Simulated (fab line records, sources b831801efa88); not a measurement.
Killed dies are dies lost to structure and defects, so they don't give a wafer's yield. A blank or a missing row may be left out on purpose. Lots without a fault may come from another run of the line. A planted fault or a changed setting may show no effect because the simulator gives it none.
fab line records | flow sky130
record lots=5 wafers=15 last_day=50
route steps=708 shown LOCAL_INTERCONNECT@388 PAD_OPEN@708
lots that met no fault: from a run of the same line without faults
start_h: hours from the record's first day to the start of the lot's first wafer shown | wait_h: hours since the lot's step before | " the same as in the row above | L1.1+2: a row that stands for several wafers | - no value, or no start given | * or withheld: withheld | < > ~ a bound
route shown NAME@n: a module of which the file shows steps, and the number in the route of the first | usual: mean/standard deviation of fault-free wafers | same: alike in all rows | chamber/n: place in a boat | sites: the reading at each site | _std_site: their standard deviation | _edge_site: outer sites' mean less inner sites' | radius_mm: how far each site lies from the wafer's centre | mask NAME#n: copy n | behind: the tool/chamber that last shaped the wafer | hold: why the lot was held/for how many hours/how that ended | device: the transistor (n, p or np) that didn't switch | end of line: the same wafers' tests at the end of the route | a step without rows: its recipe alone | killed: dies lost to structure and defects at the first sort, not the wafer's yield | map: a wafer's dies, x killed, . not, _ none there
set.NAME: the setting as run; set.NAME@STEP: as run at that earlier step | model.NAME: the simulator's own value behind a step, which no gauge read
lots at some steps of the route; a table a step, a row a wafer
services: from which hour (start_h, from the record's first day; less than 0 if before it) a tool's chamber was out of use, for how many hours, and why
## steps
# step SKY_LOCAL_INTERCONNECT_RS_MEAS_01
# recipe thk_meas_gauge=four-point-probe reads=TiN_of_LOCAL_INTERCONNECT_SPUTTER_00
# usual LOCAL_INTERCONNECT_TIN_RS=14.12/0.15
# columns lot.wafer tool chamber start_h wait_h LOCAL_INTERCONNECT_TIN_RS[ohm/sq]
L214.3 film_metro-04 - 734.89 0.1 13.86
L214.4 " - " " 13.94
L214.5 " - " " 13.89
L215.1 film_metro-04 - 736.90 0.1 14.31
L215.4 " - " " 14.13
L215.5 " - " " 14.10
L225.3 film_metro-04 - 804.56 0.1 13.99
L225.4 " - " " 14.12
L225.6 " - " " 14.05
L227.1 film_metro-02 - 821.83 0.0 14.30
L227.3 " - " " 13.97
L227.4 " - " " 14.07
L232.1 film_metro-02 - 858.03 0.0 14.27
L232.5 " - " " 14.25
L232.6 " - " " 14.26
# step SKY_LOCAL_INTERCONNECT_THK_MEAS_02
# recipe thk_meas_gauge=xrf reads=TiN_of_LOCAL_INTERCONNECT_SPUTTER_00
# usual LOCAL_INTERCONNECT_TIN_THK=99.1/1.1
# columns lot.wafer tool chamber start_h wait_h LOCAL_INTERCONNECT_TIN_THK[nm]
L214.3 film_metro-04 - 734.99 0.1 100.5
L214.4 " - " " 99.7
L214.5 " - " " 100.4
L215.1 film_metro-04 - 737.02 0.1 97.2
L215.4 " - " " 98.8
L215.5 " - " " 98.7
L225.3 film_metro-04 - 804.66 0.1 99.8
L225.4 " - " " 99.0
L225.6 " - " " 99.0
L227.1 film_metro-02 - 821.95 0.1 97.6
L227.3 " - " " 99.9
L227.4 " - " " 98.8
L232.1 film_metro-02 - 858.15 0.1 97.5
L232.5 " - " " 97.4
L232.6 " - " " 97.9
# step SKY_LOCAL_INTERCONNECT_DEHYDRATE_03
# recipe temp_c=200 time_s=60
# step SKY_LOCAL_INTERCONNECT_HMDS_04
# recipe prime_time_s=60 prime_temp_c=120
# step SKY_LOCAL_INTERCONNECT_COAT_05
# recipe resist=BARC temp_c=withheld time_s=withheld spin_rpm=3000 resist_thk_nm=60
# step SKY_LOCAL_INTERCONNECT_COAT_06
# recipe resist=KrF-thick spin_rpm=3000 resist_thk_nm=450
# step SKY_LOCAL_INTERCONNECT_SOFTBAKE_07
# recipe temp_c=100 time_s=90 resist=KrF-thick
# step SKY_LOCAL_INTERCONNECT_EXPOSE_08
# recipe mask_id=LI1M na=0.8 source_shape=annular sigma_inner=0.55 sigma_outer=0.85 target_cd_nm=170 dose_mj=28
# step SKY_LOCAL_INTERCONNECT_PEB_09
# recipe peb_temp_c=withheld peb_time_s=withheld resist=KrF-thick
# step SKY_LOCAL_INTERCONNECT_DEVELOP_10
# recipe develop_time_s=60 resist=KrF-thick dev_temp_c=21
# step SKY_LOCAL_INTERCONNECT_CD_MEAS_11
# recipe target_cd_nm=170
# usual cd_nm=170.8/1.7
# columns lot.wafer tool chamber start_h wait_h cd_nm
L214.3 cd_sem-01 - 762.03 - 171.4
L214.4 " - " " 170.8
L214.5 " - " " 171.3
L215.1 cd_sem-01 - 764.02 - 168.2
L215.4 " - " " 169.8
L215.5 " - " " 169.1
L225.3 cd_sem-01 - 830.62 - 170.9
L225.4 " - " " 170.6
L225.6 " - " " 169.6
L227.1 cd_sem-01 - 847.77 - 172.4
L227.3 " - " " 172.2
L227.4 " - " " 172.0
L232.1 cd_sem-02 - 882.75 - 171.4
L232.5 " - " " 172.7
L232.6 " - " " 171.3
# step SKY_LOCAL_INTERCONNECT_OVL_MEAS_12
# usual LOCAL_INTERCONNECT_OVL=-4/5.9
# columns lot.wafer tool chamber start_h wait_h LOCAL_INTERCONNECT_OVL[nm]
L214.3 overlay-01 - 762.12 0.1 -12
L214.4 " - " " -8
L214.5 " - " " -9
L215.1 overlay-01 - 764.14 0.1 1
L215.4 " - " " 3
L215.5 " - " " -10
L225.3 overlay-02 - 830.71 0.1 -15
L225.4 " - " " -11
L225.6 " - " " -5
L227.1 overlay-01 - 847.89 0.1 -6
L227.3 " - " " -16
L227.4 " - " " -13
L232.1 overlay-02 - 882.87 0.1 1
L232.5 " - " " 2
L232.6 " - " " -1
# step SKY_LOCAL_INTERCONNECT_ETCH_13
# recipe chemistry=N2/H2 target=BARC ion_energy_ev=200 bias_w=100 pressure_mtorr=30 n2_flow_sccm=100 h2_flow_sccm=200 icp_w=500 stop_on=SiO2 time_s=45.9 target_depth_a=600
# usual drypump_motor_current_A=6.2/0.33 oes_product_au=0.855/0.0048 throttle_valve_pct=13.224/0.0092
# columns lot.wafer tool chamber start_h wait_h drypump_motor_current_A oes_product_au rf_hours_counter_h throttle_valve_pct model.KrF-thick_of_LOCAL_INTERCONNECT_COAT_06.thk_nm
L214.3 rie_metal-04 1 762.17 0.0 6.2 0.859 - 13.227 393.7
L214.4 " 0 " " 6.1 0.853 - 13.218 393.4
L214.5 " 1 " " 6.3 0.851 - 13.219 391.4
L215.1 rie_metal-03 1 764.18 0.0 6.1 0.865 1 13.235 392.7
L215.4 " 0 " " 6.2 0.849 - 13.234 391
L215.5 " 1 " " 6.1 0.851 - 13.231 392.6
L225.3 rie_metal-03 1 830.76 0.0 6.1 0.859 - 13.230 398.1
L225.4 " 0 " " 6.2 0.853 - 13.223 391.1
L225.6 " 0 " " 6.2 0.847 - 13.229 391.6
L227.1 rie_metal-04 1 847.93 0.0 6.2 0.858 6 13.232 391.4
L227.3 " 1 " " 6.3 0.852 - 13.221 392.7
L227.4 " 1 " " 6.2 0.845 - 13.218 390.7
L232.1 rie_metal-04 1 882.91 0.0 6.2 0.856 8 13.234 393.2
L232.5 " 1 " " 6.3 0.872 - 13.226 394.2
L232.6 " 0 " " 6.1 0.857 - 13.237 393
# step SKY_LOCAL_INTERCONNECT_METAL_ETCH_14
# recipe target_depth_nm=110 stop_on=PSG chemistry=Cl2/BCl3 target=TiN resist_sidewall_deg=88 pressure_mtorr=10 icp_w=900 bias_w=48.5 Cl2_flow_sccm=60 bcl3_flow_sccm=30 time_s=31.4
# usual drypump_motor_current_A=6.2/0.33 oes_product_au=0.942/0.0074 throttle_valve_pct=21.900/0.0097
# columns lot.wafer tool chamber start_h wait_h drypump_motor_current_A oes_product_au rf_hours_counter_h throttle_valve_pct model.KrF-thick_of_LOCAL_INTERCONNECT_COAT_06.thk_nm
L214.3 rie_metal-04 1 762.23 0.0 6.3 0.952 - 21.896 349.5
L214.4 " 0 " " 6.1 0.941 - 21.911 349.3
L214.5 " 1 " " 6.3 0.951 - 21.899 347.2
L215.1 rie_metal-03 1 764.24 0.0 6.1 0.938 1 21.884 348.4
L215.4 " 0 " " 6.2 0.944 - 21.908 346.2
L215.5 " 1 " " 6.1 0.944 - 21.899 347.9
L225.3 rie_metal-03 1 830.82 0.0 6.0 0.954 - 21.904 353.1
L225.4 " 0 " " 6.2 0.939 - 21.906 346.3
L225.6 " 0 " " 6.2 0.940 - 21.909 346.3
L227.1 rie_metal-04 1 848.05 0.1 6.2 0.933 6 21.891 347.3
L227.3 " 1 " " 6.3 0.952 - 21.888 348.7
L227.4 " 1 " " 6.3 0.951 - 21.896 346.6
L232.1 rie_metal-04 1 882.97 0.0 6.2 0.929 8 21.903 349
L232.5 " 1 " " 6.2 0.938 - 21.901 349.8
L232.6 " 0 " " 6.1 0.933 - 21.896 349.7
# step SKY_LOCAL_INTERCONNECT_STRIP_15
# recipe chemistry=O2/N2 power_w=1400 pressure_mtorr=1500 platen_temp_c=withheld o2_flow_sccm=3000 n2_flow_sccm=300 overash_fraction=0.5
# usual drypump_motor_current_A=5.7/0.31 oes_product_au=0.426/0.0045 strip_time_to_endpoint_s=4.713/0.02
# columns lot.wafer tool chamber start_h wait_h drypump_motor_current_A oes_product_au rf_hours_counter_h strip_time_to_endpoint_s
L214.3 plasma_asher-02 0 762.29 0.1 5.6 0.427 - 4.733
L214.4 " 1 " " 5.5 0.421 - 4.725
L214.5 " 1 " " 5.5 0.418 - 4.715
L215.1 plasma_asher-02 0 764.29 0.0 5.6 0.422 55 4.700
L215.4 " 0 " " 5.6 0.421 - 4.698
L215.5 " 0 " " 5.6 0.425 - 4.722
L225.3 plasma_asher-02 1 830.89 0.1 5.5 0.418 - 4.782
L225.4 " 0 " " 5.6 0.423 - 4.710
L225.6 " 0 " " 5.6 0.418 - 4.703
L227.1 plasma_asher-02 0 848.16 0.1 5.6 0.426 64 4.687
L227.3 " 0 " " 5.6 0.427 - 4.719
L227.4 " 1 " " 5.5 0.424 - 4.697
L232.1 plasma_asher-02 0 883.02 0.0 5.6 0.429 67 4.742
L232.5 " 1 " " 5.5 0.424 - 4.752
L232.6 " 0 " " 5.6 0.430 - 4.729
# step SKY_LOCAL_INTERCONNECT_STRIP_16
# recipe chemistry=post_etch_residue_remover time_s=1200 temp_c=72.5
# step SKY_PAD_OPEN_PROBE_99
# usual killed_at_M0_to_M3=43/7 killed_at_M4_up=3.3/1.8 killed_at_contacts=24/6.2 killed_at_front_end=16/4.7 killed_at_other=0.4/0.58 killed_dies=87/10 killed_open=47/6.4 killed_short=39/7
# same gross_dies=492 killed_at_back_side=0
# columns lot.wafer tool chamber start_h wait_h killed_at_M0_to_M3 killed_at_M4_up killed_at_contacts killed_at_front_end killed_at_other killed_dies killed_open killed_short
L214.3 prober-02 - 1114.04 0.2 31 3 20 20 0 74 43 31
L214.4 prober-02 - 1114.09 0.2 50 3 20 7 0 80 48 32
L214.5 prober-02 - 1114.14 0.2 41 3 22 23 0 89 46 43
L215.1 prober-01 - 1121.35 0.1 58 5 32 19 1 115 46 69
L215.4 prober-01 - 1121.50 0.2 53 5 31 8 0 97 55 42
L215.5 prober-01 - 1121.55 0.2 47 7 28 11 1 94 52 42
L225.3 prober-01 - 1167.26 0.2 51 3 23 11 0 88 48 40
L225.4 prober-01 - 1167.31 0.2 36 5 18 23 0 82 47 35
L225.6 prober-01 - 1167.41 0.2 45 2 18 14 1 80 47 32
L227.1 prober-02 - 1179.65 0.1 51 2 28 16 2 99 57 42
L227.3 prober-02 - 1179.75 0.2 39 7 29 14 2 91 44 45
L227.4 prober-02 - 1179.80 0.2 48 3 34 12 2 99 49 48
L232.1 prober-02 - 1203.24 0.1 43 3 21 21 0 88 36 52
L232.5 prober-02 - 1203.44 0.2 50 5 26 19 0 100 58 42
L232.6 prober-02 - 1203.49 0.2 45 5 24 17 0 91 59 32
# killed by level:class
L214.3 POLY_GATE:geometric_particle:open=9 LI_CONTACT:geometric_particle:open=8 LOCAL_INTERCONNECT:geometric_particle:short=6 VIA1:geometric_particle:short=6 VIA1:geometric_particle:open=6 VIA2:geometric_particle:open=5 VIA3:geometric_particle:open=5 POLY_GATE:geometric_particle:short=4
L214.4 VIA1:geometric_particle:open=16 CONTACT:geometric_particle:open=9 METAL2:geometric_particle:short=7 VIA2:geometric_particle:open=7 LI_CONTACT:geometric_particle:open=4 METAL1:geometric_particle:short=4 VIA1:geometric_particle:short=4 VIA3:geometric_particle:open=4
L214.5 LI_CONTACT:geometric_particle:open=8 VIA3:geometric_particle:open=8 METAL1:geometric_particle:short=7 FIELD_ISO:geometric_particle:open=6 POLY_GATE:geometric_particle:short=6 CONTACT:geometric_particle:open=6 VIA1:geometric_particle:open=6 FIELD_ISO:geometric_particle:short=5
L215.1 METAL2:geometric_particle:short=10 CONTACT:geometric_particle:open=9 METAL1:geometric_particle:short=9 VIA1:geometric_particle:open=9 LOCAL_INTERCONNECT:geometric_particle:short=8 VIA3:geometric_particle:open=7 CONTACT:geometric_particle:short=6 LI_CONTACT:geometric_particle:open=6
L215.4 LI_CONTACT:geometric_particle:open=11 VIA1:geometric_particle:open=9 CONTACT:geometric_particle:open=9 VIA2:geometric_particle:open=9 VIA1:geometric_particle:short=8 METAL2:geometric_particle:short=5 VIA3:geometric_particle:open=5 CONTACT:geometric_particle:short=4
L215.5 VIA1:geometric_particle:open=12 LI_CONTACT:geometric_particle:open=8 METAL1:geometric_particle:short=8 CONTACT:geometric_particle:open=8 VIA2:geometric_particle:open=8 METAL4:geometric_particle:short=6 VIA1:geometric_particle:short=5 FIELD_ISO:geometric_particle:open=4
L225.3 VIA1:geometric_particle:open=15 VIA2:geometric_particle:open=10 CONTACT:geometric_particle:short=7 CONTACT:geometric_particle:open=6 LI_CONTACT:geometric_particle:open=5 METAL1:geometric_particle:short=5 VIA1:geometric_particle:short=5 VIA3:geometric_particle:short=5
L225.4 CONTACT:geometric_particle:open=8 VIA1:geometric_particle:open=8 POLY_GATE:geometric_particle:short=7 LI_CONTACT:geometric_particle:open=6 VIA3:geometric_particle:open=6 VIA2:geometric_particle:open=5 FIELD_ISO:geometric_particle:short=4 POLY_GATE:geometric_particle:open=4
L225.6 VIA1:geometric_particle:open=12 VIA2:geometric_particle:open=10 LI_CONTACT:geometric_particle:open=8 VIA3:geometric_particle:open=5 FIELD_ISO:geometric_particle:open=4 FIELD_ISO:geometric_particle:short=4 POLY_GATE:geometric_particle:short=3 LOCAL_INTERCONNECT:geometric_particle:short=3
L227.1 VIA1:geometric_particle:open=11 VIA3:geometric_particle:open=11 LI_CONTACT:geometric_particle:open=9 CONTACT:geometric_particle:open=9 VIA2:geometric_particle:open=8 POLY_GATE:geometric_particle:short=6 METAL1:geometric_particle:short=6 CONTACT:geometric_particle:short=5
L227.3 METAL2:geometric_particle:short=10 CONTACT:geometric_particle:open=9 LI_CONTACT:geometric_particle:open=8 CONTACT:geometric_particle:short=6 VIA1:geometric_particle:open=6 VIA3:geometric_particle:open=5 VIA3:geometric_particle:short=4 METAL4:geometric_particle:short=4
L227.4 LI_CONTACT:geometric_particle:open=14 VIA1:geometric_particle:open=10 VIA1:geometric_particle:short=10 METAL1:geometric_particle:short=8 CONTACT:geometric_particle:open=7 LOCAL_INTERCONNECT:geometric_particle:short=5 POLY_GATE:geometric_particle:short=4 VIA2:geometric_particle:open=4
L232.1 VIA1:geometric_particle:open=7 VIA2:geometric_particle:short=7 LOCAL_INTERCONNECT:geometric_particle:short=5 CONTACT:geometric_particle:open=5 CONTACT:geometric_particle:short=5 METAL2:geometric_particle:short=5 VIA3:geometric_particle:open=5 FIELD_ISO:geometric_particle:short=4
L232.5 CONTACT:geometric_particle:open=13 VIA1:geometric_particle:open=10 VIA3:geometric_particle:open=10 METAL2:geometric_particle:short=9 FIELD_ISO:geometric_particle:open=5 CONTACT:geometric_particle:short=5 VIA2:geometric_particle:open=5 LOCAL_INTERCONNECT:geometric_particle:short=4
L232.6 VIA1:geometric_particle:open=12 CONTACT:geometric_particle:open=10 LI_CONTACT:geometric_particle:open=8 VIA3:geometric_particle:open=8 METAL2:geometric_particle:short=5 FIELD_ISO:geometric_particle:open=4 POLY_GATE:geometric_particle:open=4 SPACER:geometric_particle:open=4
## services
# columns tool chamber start_h hours kind
plasma_asher-02 - 739.98 1.3 repair
rie_metal-04 - 771.30 1.4 pm
rie_metal-04 0 834.89 - clean
rie_metal-04 0 834.89 21.4 scheduled_down
rie_metal-04 0 834.89 21.4 vent_cycle
## key
first_sign step=SKY_LOCAL_INTERCONNECT_STRIP_15 reading=strip_time_to_endpoint_s direction=up sigmas=3.5 usual=* struck=*
effect none on later readings
model_effect step=SKY_LOCAL_INTERCONNECT_ETCH_13 value=KrF-thick_of_LOCAL_INTERCONNECT_COAT_06.thk_nm without=391.5 struck=398.1
model_effect step=SKY_LOCAL_INTERCONNECT_METAL_ETCH_14 value=KrF-thick_of_LOCAL_INTERCONNECT_COAT_06.thk_nm without=346.6 struck=353.1
met_at SKY_LOCAL_INTERCONNECT_ETCH_13
struck_wafers L225.3
tester_left_out L225
onset_between 764.18 830.76
fault kind=process_parameter_drift tool=rie_metal-03 chamber=1 onset_h=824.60 steps=SKY_LOCAL_INTERCONNECT_ETCH_13 channel=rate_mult offset=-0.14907 shape=step end_h=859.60
# tester_left_out: of these lots the tester's yield and bins aren't shown, on N5 and GAA mostly nor the transistor test; their killed dies are dies lost to structure and defects alone, not to doping, threshold or leakage, so they don't give the yield
